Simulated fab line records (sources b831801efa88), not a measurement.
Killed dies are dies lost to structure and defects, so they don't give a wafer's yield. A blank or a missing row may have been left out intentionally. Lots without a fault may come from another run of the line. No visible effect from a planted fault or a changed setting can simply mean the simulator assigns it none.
A struck lot beside a sound one || flow sky130 || 15 out of 708 route steps
Sound: wafers L278.1, L278.2, L278.3. Wafers struck: L289.2, L289.6. Last of all comes the cause.
At each step with rows: each side's tool, then ch and its chambers, then its first start. Under that, the readings that differ: sound wafers || struck wafers || difference of the means || sigmas: that difference in standard deviations of wafers without a fault.
alike: same words and numbers on both sides, and readings whose means sit less than 2 such deviations apart. not compared: any withheld reading, any reading some wafer has no value for, any bound like >300 that may hide the same value, and any number with overlapping values for which the record gives no deviation.
The two part at a step that has a row with sigmas, a row that says differs or no value, or rows on one side only. Non-overlapping numbers with no deviation appear without sigmas and do not part them. A reading that every wafer of one side lacks parts them only if that side has two wafers or more.

SKY_VIA2_CMP_02: polishes SiO2.
  sound on cmp-01 ch 0,1,3, day 35 07:03; struck on cmp-01 ch 1,2, day 38 18:34
  alike: motor-current-A
SKY_VIA2_BOW_MEAS_03:
  sound on film-metro-03, day 35 07:21; struck on film-metro-03, day 38 18:53
  alike: VIA2_BOW
then, 8 steps without rows for these wafers: SKY_VIA2_DEHYDRATE_04 (time 60 s); SKY_VIA2_HMDS_05 (prime time 60 s); SKY_VIA2_COAT_06 (resist thk 60 nm); SKY_VIA2_COAT_07 (resist thk 450 nm); SKY_VIA2_SOFTBAKE_08 (time 90 s); SKY_VIA2_EXPOSE_09 (exposes mask VIM2, target cd 200 nm); SKY_VIA2_PEB_10; SKY_VIA2_DEVELOP_11 (develop time 60 s).
SKY_VIA2_CD_MEAS_12 targets a cd of 200 nm.
  sound on cd-sem-01, day 36 09:07; struck on cd-sem-02, day 39 19:51
  alike: cd-nm
SKY_VIA2_OVL_MEAS_13:
  sound on overlay-02, day 36 09:14; struck on overlay-01, day 39 19:58
  alike: VIA2_OVL
SKY_VIA2_ETCH_14: etches BARC in N2/H2, stops on SiO2, time 45.9 s, target depth 60 nm.
  sound on rie-diel-03 ch 0,2,3, day 36 09:17; struck on rie-diel-04 ch 0,3, day 39 19:59
{"reading": "oes-product-au (a.u.)", "sound": "0.853 0.854 0.854", "struck": "0.924 0.927", "difference": "+0.072", "sigmas": "+15"}
{"reading": "run-length-s (s)", "sound": "74.2 74.0 74.3", "struck": "70.5 70.2", "difference": -3.8, "sigmas": -8}
{"reading": "model.KrF-thick_of_VIA2_COAT_07.thk-nm (nm)", "sound": "391.7 390 392.2", "struck": "395.3 395.3", "difference": "+4.0", "sigmas": ""}
  alike: drypump-motor-current-A, throttle-valve-pct
  not compared: rf-hours-counter-h
SKY_VIA2_ETCH_15: etches SiO2 in C4F8/O2/Ar, stops on TiN, target depth 546 nm, time 84 s.
  sound on rie-diel-03 ch 0,2,3, day 36 09:19; struck on rie-diel-04 ch 0,3, day 39 20:02
{"reading": "model.KrF-thick_of_VIA2_COAT_07.thk-nm (nm)", "sound": "283.2 280.3 283.7", "struck": "287.6 285.1", "difference": "+4.0", "sigmas": ""}
  alike: oes-product-au, run-length-s
SKY_VIA2_STRIP_16: strips in O2/N2.
  sound on plasma-asher-03 ch 0,1, day 36 09:23; struck on plasma-asher-03 ch 0, day 39 20:05
{"reading": "oes-product-au (a.u.)", "sound": "0.392 0.395 0.398", "struck": "0.407 0.407", "difference": "+0.012", "sigmas": "+2"}
  alike: drypump-motor-current-A, strip-time-to-endpoint-s
  not compared: rf-hours-counter-h

== WHERE THEY PART ==
First at SKY_VIA2_ETCH_14; last, within this record, at SKY_VIA2_STRIP_16.

WHY: what had been put in by the simulator
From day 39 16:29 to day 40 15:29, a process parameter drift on rie-diel-04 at SKY_VIA2_ETCH_14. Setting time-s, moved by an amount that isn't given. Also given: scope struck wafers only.
